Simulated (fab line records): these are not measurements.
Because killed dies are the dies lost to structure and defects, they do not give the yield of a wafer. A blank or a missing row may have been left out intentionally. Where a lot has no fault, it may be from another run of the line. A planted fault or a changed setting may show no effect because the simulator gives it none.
Chamber matching :: flow sky130 :: 4 sister chambers for SKY_FIELD_ISO_CMP_27 on cmp-02
The step polishes, stops on Si3N4, t overpolish 16 s, target thk 457.8 nm. 14 wafers are shown with their chamber, then 7 later ones without.

== EACH WAFER AND ITS CHAMBER ==
wafer: L500.3
chamber: 2
motor_current_A (A): 10.2
overpolish_run_s (s): 15.996
slurry_flow_ml_min: 149.8

wafer: L500.4
chamber: 1
motor_current_A (A): 11.2
overpolish_run_s (s): 15.991
slurry_flow_ml_min: 150.6

wafer: L500.5
chamber: 0
motor_current_A (A): 11.3
overpolish_run_s (s): 15.997
slurry_flow_ml_min: 150.2

wafer: L502.1
chamber: 1
motor_current_A (A): 11.3
overpolish_run_s (s): 16.002
slurry_flow_ml_min: 150.7

wafer: L502.4
chamber: 0
motor_current_A (A): 11.1
overpolish_run_s (s): 15.985
slurry_flow_ml_min: 149.7

wafer: L502.5
chamber: 3
motor_current_A (A): 11.1
overpolish_run_s (s): 15.999
slurry_flow_ml_min: 149.8

wafer: L503.2
chamber: 1
motor_current_A (A): 11.8
overpolish_run_s (s): 15.993
slurry_flow_ml_min: 150.1

wafer: L503.3
chamber: 2
motor_current_A (A): 9.7
overpolish_run_s (s): 16.005
slurry_flow_ml_min: 149.3

wafer: L503.4
chamber: 3
motor_current_A (A): 10.6
overpolish_run_s (s): 16.003
slurry_flow_ml_min: 149.3

wafer: L512.2
chamber: 3
motor_current_A (A): 10.8
overpolish_run_s (s): 16.006
slurry_flow_ml_min: 150.3

wafer: L512.3
chamber: 1
motor_current_A (A): 11.3
overpolish_run_s (s): 16.004
slurry_flow_ml_min: 149.8

wafer: L512.5
chamber: 0
motor_current_A (A): 11.3
overpolish_run_s (s): 15.995
slurry_flow_ml_min: 150.4

wafer: L516.1
chamber: 2
motor_current_A (A): 10.6
overpolish_run_s (s): 15.997
slurry_flow_ml_min: 150.0

wafer: L516.2
chamber: 3
motor_current_A (A): 10.9
overpolish_run_s (s): 16.001
slurry_flow_ml_min: 150.1

SIGNATURES (means of the wafers above)
reading: motor_current_A
chamber 0: 11.233
chamber 1: 11.400
chamber 2: 10.167
chamber 3: 10.850
scatter within a chamber: 0.28

reading: overpolish_run_s
chamber 0: 15.99233
chamber 1: 15.99750
chamber 2: 15.99933
chamber 3: 16.00225
scatter within a chamber: 0.00532

reading: slurry_flow_ml_min
chamber 0: 150.100
chamber 1: 150.300
chamber 2: 149.700
chamber 3: 149.875
scatter within a chamber: 0.403
Rule: for a wafer and a chamber, the distance is found by dividing, reading by reading, the gap between the wafer's reading and the chamber's mean by the reading's scatter, squaring, summing and taking the root. The wafer belongs to the nearest chamber; if the next one is less than 2 further off, it can't be placed. The scatter: the root of (the sum of the squares of (reading less its chamber's mean) over the shown wafers, divided by (wafers less chambers)).

== WAFERS WITHOUT THEIR CHAMBER ==
wafer: L516.4
motor_current_A (A): 11.4
overpolish_run_s (s): 16.005
slurry_flow_ml_min: 149.8

wafer: L517.1
motor_current_A (A): 11.8
overpolish_run_s (s): 15.988
slurry_flow_ml_min: 149.6

wafer: L517.2
motor_current_A (A): 11.1
overpolish_run_s (s): 15.986
slurry_flow_ml_min: 149.7

wafer: L517.3
motor_current_A (A): 11.1
overpolish_run_s (s): 15.999
slurry_flow_ml_min: 149.7

wafer: L518.2
motor_current_A (A): 11.2
overpolish_run_s (s): 16.010
slurry_flow_ml_min: 149.7

wafer: L518.3
motor_current_A (A): 9.8
overpolish_run_s (s): 15.991
slurry_flow_ml_min: 149.2

wafer: L518.4
motor_current_A (A): 10.5
overpolish_run_s (s): 16.007
slurry_flow_ml_min: 149.7

== EACH ONE'S CHAMBER ==
wafer: L516.4
from the rows above: can't be placed: 1 or 3 or 0
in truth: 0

wafer: L517.1
from the rows above: can't be placed: 0 or 1 or 3
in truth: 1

wafer: L517.2
from the rows above: can't be placed: 0 or 1 or 3
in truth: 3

wafer: L517.3
from the rows above: can't be placed: 3 or 0 or 1
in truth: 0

wafer: L518.2
from the rows above: can't be placed: 3 or 1 or 0
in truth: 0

wafer: L518.3
from the rows above: 2
in truth: 2

wafer: L518.4
from the rows above: can't be placed: 3 or 2
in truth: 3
Correct placement for 1 of the 7. Unplaceable from these rows: 6, with the true chamber sitting among the candidates in 6. Wrongly placed: 0.
